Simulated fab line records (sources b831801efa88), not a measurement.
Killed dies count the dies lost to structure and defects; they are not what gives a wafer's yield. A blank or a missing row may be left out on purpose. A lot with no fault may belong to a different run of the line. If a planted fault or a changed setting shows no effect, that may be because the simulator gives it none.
A struck lot beside a sound one || flow sky130 || 30 steps out of a route of 708
Sound: the wafers L931.2, L931.4, L931.5. Wafers struck: L939.1, L939.5, L939.6. The cause is given at the end.
Order at every step that has rows: each side's tool, ch and its chambers, its first start. Under that, the readings that differ: sound wafers || struck wafers || difference of the means || sigmas: that difference in standard deviations of wafers without a fault.
alike: words and numbers the same on both sides, and readings whose means are apart by under 2 such deviations; not compared: readings that were withheld, readings missing a value for some wafer, numbers with overlapping values and no deviation given by the record, and bounds like >300 which may hide the same value.
The two part at a step that has a row with sigmas, a row that says differs or no value, or rows on one side only. Numbers that have no deviation but don't overlap get no sigmas and don't part them. A reading that every wafer of one side lacks parts them only if that side has two wafers or more.

SKY_PWDE_STRIP_09: strips in O2/N2.
  sound on plasma asher-03 ch 0,1, day 4 21:36; struck on plasma asher-04 ch 0,1, day 7 01:10
  alike: drypump motor current A, o2 flow sccm, oes product au, strip time to endpoint s
  not compared: rf hours counter h
SKY_PWDE_TW_MEAS_10:
  sound on film metro-04, day 4 21:43; struck on film metro-01, day 7 01:16
  alike: PWDE_TW
then, 7 steps without rows for these wafers: SKY_NWELL_DEHYDRATE_03 (time 60 s); SKY_NWELL_HMDS_04 (prime time 60 s); SKY_NWELL_COAT_05 (resist thk 3000 nm); SKY_NWELL_SOFTBAKE_06; SKY_NWELL_EXPOSE_07 (exposes mask NWM, target cd 840 nm); SKY_NWELL_PEB_08; SKY_NWELL_DEVELOP_09 (develop time 60 s).
SKY_NWELL_OVL_MEAS_10:
  sound on overlay-02, day 5 14:04; struck on overlay-01, day 7 20:49
  alike: NWELL_00_OVL
then, 2 steps without rows for these wafers: SKY_NWELL_IMPLANT_11; SKY_NWELL_IMPLANT_12.
SKY_NWELL_IMPLANT_13:
  sound on implanter-01 ch 0, day 5 14:25; struck on implanter-01 ch 0, day 7 21:09
{"reading": "dose ions cm2", "sound": "7.004e+11 6.994e+11 6.99e+11", "struck": "1.832e+11 1.84e+11 1.833e+11", "difference": -5.161e+11, "sigmas": "-99 or more"}
{"reading": "faraday current uA", "sound": "3.82 3.94 3.99", "struck": "1.04 1.04 1.05", "difference": -2.87, "sigmas": -39}
SKY_NWELL_STRIP_14: strips in O2/N2.
  sound on plasma asher-04 ch 0,1, day 5 14:33; struck on plasma asher-01 ch 0,1, day 7 21:18
  alike: drypump motor current A, o2 flow sccm, oes product au, strip time to endpoint s
  not compared: rf hours counter h
SKY_NWELL_TW_MEAS_15:
  sound on film metro-01, day 5 14:40; struck on film metro-03, day 7 21:24
{"reading": "NWELL_TW", "sound": "1806 1803 1805", "struck": "1786 1774 1787", "difference": -22, "sigmas": -2}
then, 7 steps without rows for these wafers: SKY_NWELL_DEHYDRATE_16 (time 60 s); SKY_NWELL_HMDS_17 (prime time 60 s); SKY_NWELL_COAT_18 (resist thk 3000 nm); SKY_NWELL_SOFTBAKE_19; SKY_NWELL_EXPOSE_20 (exposes mask NWM COMPLEMENT, target cd 840 nm); SKY_NWELL_PEB_21; SKY_NWELL_DEVELOP_22 (develop time 60 s).
SKY_NWELL_OVL_MEAS_23:
  sound on overlay-02, day 6 08:02; struck on overlay-01, day 8 17:10
{"reading": "NWELL_01_OVL (nm)", "sound": "1.8 -0.2 1.5", "struck": "-0.3 -3.0 -3.3", "difference": -3.2, "sigmas": -2}
after that, 1 step had no rows for these wafers: SKY_NWELL_IMPLANT_24.
SKY_NWELL_STRIP_25: strips in O2/N2.
  sound on plasma asher-01 ch 1, day 6 08:13; struck on plasma asher-03 ch 0,1, day 8 17:21
  alike: drypump motor current A, o2 flow sccm, oes product au, strip time to endpoint s
  not compared: rf hours counter h
SKY_NWELL_TW_MEAS_26:
  sound on film metro-01, day 6 08:20; struck on film metro-01, day 8 17:27
  alike: NWELL_2_TW
then, 1 step without rows for these wafers: SKY_NWELL_CLEAN_27 (cleans in SC1/SC2, time 150 s).
SKY_NWELL_RTA_28: time 30 s.
  sound on rtp anneal-02 ch 0, day 6 08:27; struck on rtp anneal-01 ch 0, day 8 17:34
  alike: chamber o2 ppm, lamp power pct, wafer_temp_C_max
SKY_NWELL_RS_MEAS_29: uses a four-point probe to measure.
  sound on film metro-01, day 6 08:34; struck on film metro-03, day 8 17:40
{"reading": "NWELL_RS (ohm/sq)", "sound": "623.8 624.3 624.0", "struck": "641.7 642.3 641.2", "difference": "+17.7", "sigmas": "+14"}
-- the record jumps here: 40 days lie between the struck wafers' starts before and after (it left off in module NWELL and takes up again in module PAD_OPEN, whose first step shown is number 708 of the route) --
SKY_PAD_OPEN_PROBE_99:
  sound on prober-02, day 46 19:29; struck on prober-02, day 49 03:23
{"reading": "model.etest.nfet_16v.r on ohm um", "sound": "1.431e+04 1.419e+04 1.439e+04", "struck": "1.476e+04 1.467e+04 1.476e+04", "difference": "+4.333e+02", "sigmas": ""}
{"reading": "model.etest.pfet_16v.r on ohm um", "sound": "1.531e+04 1.538e+04 1.558e+04", "struck": "1.491e+04 1.48e+04 1.509e+04", "difference": -4.900e+02, "sigmas": ""}
{"reading": "model.etest.pfet g5v0d10v5.r on ohm um", "sound": "4905 4847 4824", "struck": "4410 4387 4474", "difference": -435, "sigmas": ""}
{"reading": "model.etest.tip p.rs ohm sq", "sound": "6876 6845 6819", "struck": "6582 6579 6610", "difference": -256, "sigmas": ""}
{"reading": "model.etest.tip_p_5v.rs ohm sq", "sound": "2867 2859 2865", "struck": "2751 2760 2770", "difference": -103, "sigmas": ""}
{"reading": "model.etest.pfet g5v0d10v5.drive ua um", "sound": "328.4 334.8 333.9", "struck": "371.5 374.8 365.6", "difference": "+38.3", "sigmas": ""}
{"reading": "model.etest.pfet_01v8_lvt.drive ua um", "sound": "171.5 172.8 173.6", "struck": "191.9 196.5 193.1", "difference": "+21.2", "sigmas": ""}
{"reading": "model.etest.pfet_16v.drive ua um", "sound": "244.5 240.2 242.3", "struck": "258.7 262.9 253.3", "difference": "+16.0", "sigmas": ""}
  alike: killed_at_M0_to_M3, killed_at_M4_up, killed at contacts, killed at front end, killed at other, killed dies, killed open, killed short

== WHERE THEY PART ==
Earliest at SKY_NWELL_IMPLANT_13; latest, in this record, at SKY_NWELL_RS_MEAS_29. Later steps at which nothing parts them and some readings are alike: SKY_PAD_OPEN_PROBE_99.

WHY: what the simulator had put in
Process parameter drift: implanter-01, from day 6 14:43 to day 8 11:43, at SKY_NWELL_IMPLANT_13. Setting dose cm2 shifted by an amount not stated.
